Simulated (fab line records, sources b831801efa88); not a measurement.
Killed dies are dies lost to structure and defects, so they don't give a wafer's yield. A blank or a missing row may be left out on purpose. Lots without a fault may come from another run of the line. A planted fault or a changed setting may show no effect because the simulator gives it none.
A struck lot beside a sound one | flow sky130 | 17 steps out of a route of 708
Sound: wafers L290.4, L290.5, L290.6. Struck: wafers L300.1, L300.2, L300.4. The cause comes at the end.
At each step with rows: each side's tool, then ch and its chambers, then its first start. Under that, the readings that differ: sound wafers | struck wafers | difference of the means | sigmas: that difference in standard deviations of wafers without a fault.
alike: readings whose means differ by less than 2 such deviations, and words and numbers that are the same on both sides. not compared: withheld readings, readings that some wafer has no value for, bounds like >300 that may hide the same value, and numbers for which the record gives no deviation and whose values overlap.
The two part at a step that has a row with sigmas, a row that says differs or no value, or rows on one side only. Numbers that don't overlap but have no deviation are shown without sigmas and don't part them. A reading that every wafer of one side lacks parts them only if that side has two wafers or more.

first, 2 steps without rows for these wafers: SKY_NWELL_IMPLANT_12; SKY_NWELL_IMPLANT_13.
SKY_NWELL_STRIP_14: strips in O2/N2.
  sound on plasma_asher-02 ch 0,1, day 5 10:36; struck on plasma_asher-01 ch 0,1, day 7 17:31
  alike: drypump_motor_current_A, o2_flow_sccm, oes_product_au, strip_time_to_endpoint_s
  not compared: rf_hours_counter_h
SKY_NWELL_TW_MEAS_15:
  sound on film_metro-02, day 5 10:42; struck on film_metro-01, day 7 17:37
  alike: NWELL_TW
then, 7 steps without rows for these wafers: SKY_NWELL_DEHYDRATE_16 (time 60 s); SKY_NWELL_HMDS_17 (prime time 60 s); SKY_NWELL_COAT_18 (resist thk 3000 nm); SKY_NWELL_SOFTBAKE_19; SKY_NWELL_EXPOSE_20 (exposes mask NWM COMPLEMENT, target cd 840 nm); SKY_NWELL_PEB_21; SKY_NWELL_DEVELOP_22 (develop time 60 s).
SKY_NWELL_OVL_MEAS_23:
  sound on overlay-02, day 6 04:08; struck on overlay-02, day 8 12:29
  alike: NWELL_01_OVL
SKY_NWELL_IMPLANT_24:
  sound on implanter-03 ch 0, day 6 04:14; struck on implanter-03 ch 0, day 8 12:31
  reading            | sound                         | struck                        | difference | sigmas
  dose_ions_cm2      | 9.201e+12 9.197e+12 9.213e+12 | 7.962e+12 7.961e+12 7.976e+12 | -1.237e+12 | -99 or more
  faraday_current_uA | 51.1 51.6 54.7                | 44.2 43.7 46.0                | -7.8       | -8
SKY_NWELL_STRIP_25: strips in O2/N2.
  sound on plasma_asher-02 ch 0,1, day 6 04:20; struck on plasma_asher-02 ch 0,1, day 8 12:40
  alike: drypump_motor_current_A, o2_flow_sccm, oes_product_au, strip_time_to_endpoint_s
  not compared: rf_hours_counter_h
SKY_NWELL_TW_MEAS_26:
  sound on film_metro-01, day 6 04:26; struck on film_metro-01, day 8 12:46
  reading    | sound       | struck      | difference | sigmas
  NWELL_2_TW | 492 490 490 | 470 467 466 | -23        | -3
then, 1 step without rows for these wafers: SKY_NWELL_CLEAN_27 (cleans in SC1/SC2, time 150 s).
-- the record jumps here: 40 days lie between the struck wafers' starts before and after (it left off in module NWELL and takes up again in module PAD_OPEN, whose first step shown is number 708 of the route) --
SKY_PAD_OPEN_PROBE_99:
  sound on prober-01, day 46 06:49; struck on prober-01, day 48 15:59
  reading                                    | sound                         | struck                       | difference | sigmas
  model.etest.pfet_16v.r_on_ohm_um           | 1.552e+04 1.532e+04 1.559e+04 | 1.636e+04 1.657e+04 1.64e+04 | +9.667e+02 |
  model.etest.res_iso_pwell.rs_ohm_sq        | 3144 3047 3216                | 3517 3619 3556               | +428       |
  model.etest.res_pwell_under_gate.rs_ohm_sq | 2292 2303 2284                | 2534 2525 2518               | +233       |
  model.etest.res_iso_pwell.line_ohm_um      | 1203 1152 1226                | 1340 1394 1348               | +167       |
  model.etest.pfet_16v.drive_ua_um           | 237.9 241.5 238.5             | 230.1 226.9 228.1            | -10.9      |
  model.etest.field_n.vt_v (V)               | 36.2 35.92 36.56              | 33.54 33.85 33.73            | -2.52      |
  model.etest.nfet_05v0_nvt.body_rise_v (V)  | 0.3969 0.392 0.3929           | 0.3814 0.3826 0.3822         | -0.0119    |
  alike: killed_at_M0_to_M3, killed_at_M4_up, killed_at_contacts, killed_at_front_end, killed_at_other, killed_dies, killed_open, killed_short
  not compared: model.etest.nfet_05v0_nvt.vt_sat_v

WHERE THEY PART
First at SKY_NWELL_IMPLANT_24; last, within this record, at SKY_NWELL_TW_MEAS_26. Later steps at which nothing parts them and some readings are alike: SKY_PAD_OPEN_PROBE_99.

WHY: what the simulator had put in
Process parameter drift: implanter-03, from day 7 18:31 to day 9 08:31, at SKY_NWELL_IMPLANT_24. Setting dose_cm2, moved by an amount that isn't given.
